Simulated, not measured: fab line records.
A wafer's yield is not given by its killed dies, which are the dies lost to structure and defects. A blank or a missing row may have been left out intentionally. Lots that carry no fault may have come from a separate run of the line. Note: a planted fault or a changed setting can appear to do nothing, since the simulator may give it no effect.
What tool caused it? :: flow gf180mcu :: 12 lots with 36 wafers sampled at 5 steps, on a route of 602 steps

== WHAT THE GAUGES READ, wafer by wafer ==
GF_VT_IMPLANT_OVL_MEAS_40. Usual: VT_IMPLANT_03_OVL 0.1 nm, standard deviation 1.4.
lot: L432
measured: day 8 02:57
on: overlay-01
VT_IMPLANT_03_OVL (nm): -2.2 0.2 -1.5
flag: 

lot: L433
measured: day 8 10:20
on: overlay-01
VT_IMPLANT_03_OVL (nm): -2.7 -1.3 -2.0
flag: 

lot: L435
measured: day 8 21:32
on: overlay-01
VT_IMPLANT_03_OVL (nm): 1.8 0.2 -1.3
flag: 

lot: L437
measured: day 9 15:32
on: overlay-02
VT_IMPLANT_03_OVL (nm): -0.5 -0.4 -0.8
flag: 

lot: L438
measured: day 9 20:30
on: overlay-02
VT_IMPLANT_03_OVL (nm): 0.9 -0.5 1.3
flag: 

lot: L446
measured: day 12 01:43
on: overlay-02
VT_IMPLANT_03_OVL (nm): 1.4 -1.6 -1.9
flag: 

lot: L447
measured: day 12 07:47
on: overlay-01
VT_IMPLANT_03_OVL (nm): -1.2 0.0 -0.3
flag: 

lot: L448
measured: day 12 14:19
on: overlay-02
VT_IMPLANT_03_OVL (nm): -1.4 1.2 0.6
flag: 

lot: L449
measured: day 12 21:21
on: overlay-01
VT_IMPLANT_03_OVL (nm): -2.8 -2.0 -1.2
flag: 

lot: L451
measured: day 13 09:26
on: overlay-02
VT_IMPLANT_03_OVL (nm): -0.4 0.9 1.1
flag: 

lot: L452
measured: day 13 18:10
on: overlay-01
VT_IMPLANT_03_OVL (nm): 1.6 0.2 -0.2
flag: 

lot: L453
measured: day 14 03:26
on: overlay-01
VT_IMPLANT_03_OVL (nm): 0.0 0.0 -0.6
flag: 

GF_POLY_GATE_CD_MEAS_18. Usual: cd nm at 279.9 nm, with a standard deviation of 1.8.
lot: L432
measured: day 9 21:40
on: cd sem-02
cd nm (nm): 280.7 281.3 282.3
flag: 

lot: L433
measured: day 10 07:50
on: cd sem-01
cd nm (nm): 277.8 278.3 281.1
flag: 

lot: L435
measured: day 10 19:04
on: cd sem-01
cd nm (nm): 280.7 278.9 279.4
flag: 

lot: L437
measured: day 11 11:22
on: cd sem-01
cd nm (nm): 276.7 277.8 278.8
flag: 

lot: L438
measured: day 11 19:20
on: cd sem-01
cd nm (nm): 279.9 276.9 276.1
flag: 

lot: L446
measured: day 14 05:32
on: cd sem-02
cd nm (nm): 278.3 277.6 281.5
flag: 

lot: L447
measured: day 14 10:08
on: cd sem-02
cd nm (nm): 278.0 280.3 280.8
flag: 

lot: L448
measured: day 14 17:26
on: cd sem-01
cd nm (nm): 282.2 282.2 280.7
flag: 

lot: L449
measured: day 14 21:16
on: cd sem-01
cd nm (nm): 281.6 280.9 281.2
flag: 

lot: L451
measured: day 15 14:56
on: cd sem-01
cd nm (nm): 279.2 280.1 277.9
flag: 

lot: L452
measured: day 15 19:45
on: cd sem-02
cd nm (nm): 279.1 278.2 277.9
flag: 

lot: L453
measured: day 16 07:53
on: cd sem-01
cd nm (nm): 283.6 282.0 281.8
flag: 

GF_HV_LDD_CD_MEAS_31: the cd target is 400 nm. Usual: cd nm at 399.5 nm, with a standard deviation of 2.2.
lot: L432
measured: day 12 05:12
on: cd sem-02
cd nm (nm): 399.8 400.6 400.6
flag: 

lot: L433
measured: day 12 15:36
on: cd sem-02
cd nm (nm): 401.4 400.7 403.1
flag: 

lot: L435
measured: day 13 04:39
on: cd sem-01
cd nm (nm): 400.2 401.1 399.2
flag: 

lot: L437
measured: day 13 22:24
on: cd sem-01
cd nm (nm): 401.2 400.5 399.2
flag: 

lot: L438
measured: day 14 07:01
on: cd sem-01
cd nm (nm): 400.1 400.6 400.0
flag: 

lot: L446
measured: day 16 23:19
on: cd sem-01
cd nm (nm): 396.6 397.4 397.0
flag: 

lot: L447
measured: day 17 02:24
on: cd sem-02
cd nm (nm): 399.7 401.3 402.8
flag: 

lot: L448
measured: day 17 11:55
on: cd sem-02
cd nm (nm): 398.0 396.9 394.8
flag: 

lot: L449
measured: day 17 16:06
on: cd sem-02
cd nm (nm): 396.3 399.0 396.2
flag: 

lot: L451
measured: day 18 10:33
on: cd sem-02
cd nm (nm): 405.0 401.1 404.1
flag: 

lot: L452
measured: day 18 17:53
on: cd sem-02
cd nm (nm): 399.1 400.2 400.5
flag: 

lot: L453
measured: day 19 06:31
on: cd sem-01
cd nm (nm): 397.7 399.4 399.6
flag: 

GF_PASSIVATION_THK_MEAS_01. Usual: PASSIVATION_CVD_00_THK 1022 nm, standard deviation 16.
lot: L432
measured: day 28 18:53
on: film metro-02
PASSIVATION_CVD_00_THK (nm): 1026 1013 1043
flag: 

lot: L433
measured: day 29 06:22
on: film metro-04
PASSIVATION_CVD_00_THK (nm): 1021 1016 1033
flag: 

lot: L435
measured: day 29 20:15
on: film metro-04
PASSIVATION_CVD_00_THK (nm): 1020 1047 1028
flag: 

lot: L437
measured: day 30 11:28
on: film metro-03
PASSIVATION_CVD_00_THK (nm): 1008 1015 1031
flag: 

lot: L438
measured: day 30 17:48
on: film metro-04
PASSIVATION_CVD_00_THK (nm): 1004 1050 1036
flag: 

lot: L446
measured: day 32 22:25
on: film metro-02
PASSIVATION_CVD_00_THK (nm): 736 740 740
flag: OFF

lot: L447
measured: day 33 00:58
on: film metro-03
PASSIVATION_CVD_00_THK (nm): 715 732 725
flag: OFF

lot: L448
measured: day 33 06:57
on: film metro-04
PASSIVATION_CVD_00_THK (nm): 1032 1025 1043
flag: 

lot: L449
measured: day 33 10:15
on: film metro-03
PASSIVATION_CVD_00_THK (nm): 1010 1039 1024
flag: 

lot: L451
measured: day 33 22:49
on: film metro-04
PASSIVATION_CVD_00_THK (nm): 999 1004 1014
flag: 

lot: L452
measured: day 34 04:38
on: film metro-04
PASSIVATION_CVD_00_THK (nm): 1022 1038 1023
flag: 

lot: L453
measured: day 34 11:08
on: film metro-03
PASSIVATION_CVD_00_THK (nm): 1022 1035 1033
flag: 

== EACH LOT AND THE TOOL THAT RAN IT (in order: tool; ch and the chambers of the sampled wafers; start) ==
lot: L432
GF_PASSIVATION_CVD_00: pecvd-01 ch 1,2, day 28 18:49

lot: L433
GF_PASSIVATION_CVD_00: pecvd-03 ch 1,2, day 29 06:17

lot: L435
GF_PASSIVATION_CVD_00: pecvd-03 ch 0,2, day 29 20:10

lot: L437
GF_PASSIVATION_CVD_00: pecvd-01 ch 0,2, day 30 11:23

lot: L438
GF_PASSIVATION_CVD_00: pecvd-03 ch 1,2, day 30 17:43

lot: L446
GF_PASSIVATION_CVD_00: pecvd-03 ch 1,2, day 32 22:19

lot: L447
GF_PASSIVATION_CVD_00: pecvd-03 ch 1,2, day 33 00:53

lot: L448
GF_PASSIVATION_CVD_00: pecvd-01 ch 0,2, day 33 06:52

lot: L449
GF_PASSIVATION_CVD_00: pecvd-02 ch 0,2, day 33 10:10

lot: L451
GF_PASSIVATION_CVD_00: pecvd-02 ch 0,1,2, day 33 22:44

lot: L452
GF_PASSIVATION_CVD_00: pecvd-01 ch 0,1,2, day 34 04:33

lot: L453
GF_PASSIVATION_CVD_00: pecvd-01 ch 0,1,2, day 34 11:02
- GF_PASSIVATION_CVD_00: deposits SiO2 from TEOS, target thk 1000 nm, time 114.3 s.

== AS READ BY THE TOOLS THEMSELVES (means over the sampled wafers that have a number; for cases with no such wafer, the mark the record gives instead) ==
GF_PASSIVATION_CVD_00. Usual: heater power w at 712 W, with a standard deviation of 110.
lot: L432
tool: pecvd-01
heater power w (W): 653
flag: 

lot: L433
tool: pecvd-03
heater power w (W): 746
flag: 

lot: L435
tool: pecvd-03
heater power w (W): 826
flag: 

lot: L437
tool: pecvd-01
heater power w (W): 705
flag: 

lot: L438
tool: pecvd-03
heater power w (W): 723
flag: 

lot: L446
tool: pecvd-03
heater power w (W): 726
flag: 

lot: L447
tool: pecvd-03
heater power w (W): 779
flag: 

lot: L448
tool: pecvd-01
heater power w (W): 650
flag: 

lot: L449
tool: pecvd-02
heater power w (W): 608
flag: 

lot: L451
tool: pecvd-02
heater power w (W): 610
flag: 

lot: L452
tool: pecvd-01
heater power w (W): 759
flag: 

lot: L453
tool: pecvd-01
heater power w (W): 707
flag: 

== THE ANSWER, worked out from the rows above alone ==
Rule: lot off if the mean of its wafers having a number is beyond 3 standard deviations from the usual mean. Also off: a lot with no number at a reading for which 4 or more lots have one. The other lots that the step has rows for count as sound. The gauges are gone through in route order, then the tools' own readings, and for those a lot's mean is taken as printed above. The first step at which some lot is off is used, and at that step the reading that is off furthest; a lot without a number counts as furthest.
Off: L446, L447, seen at GF_PASSIVATION_THK_MEAS_01 (PASSIVATION_CVD_00_THK).
If a tool, at a process step before that reading, ran all the lots that are off and no sound lot after the first of them, it fits. The gauges at GF_PASSIVATION_THK_MEAS_01 are tried like those tools. One fits: pecvd-03 at GF_PASSIVATION_CVD_00. Its last sound lot is L438 (day 30 17:43), its first lot that is off L446 (day 32 22:19): a fault that began between those two fits.

== WHAT THE SIMULATOR PUT IN ==
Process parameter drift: pecvd-03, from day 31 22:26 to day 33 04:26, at GF_PASSIVATION_CVD_00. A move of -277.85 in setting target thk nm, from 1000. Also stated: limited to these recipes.
Struck lots among those shown: L446, L447. This agrees with what the rule above found.
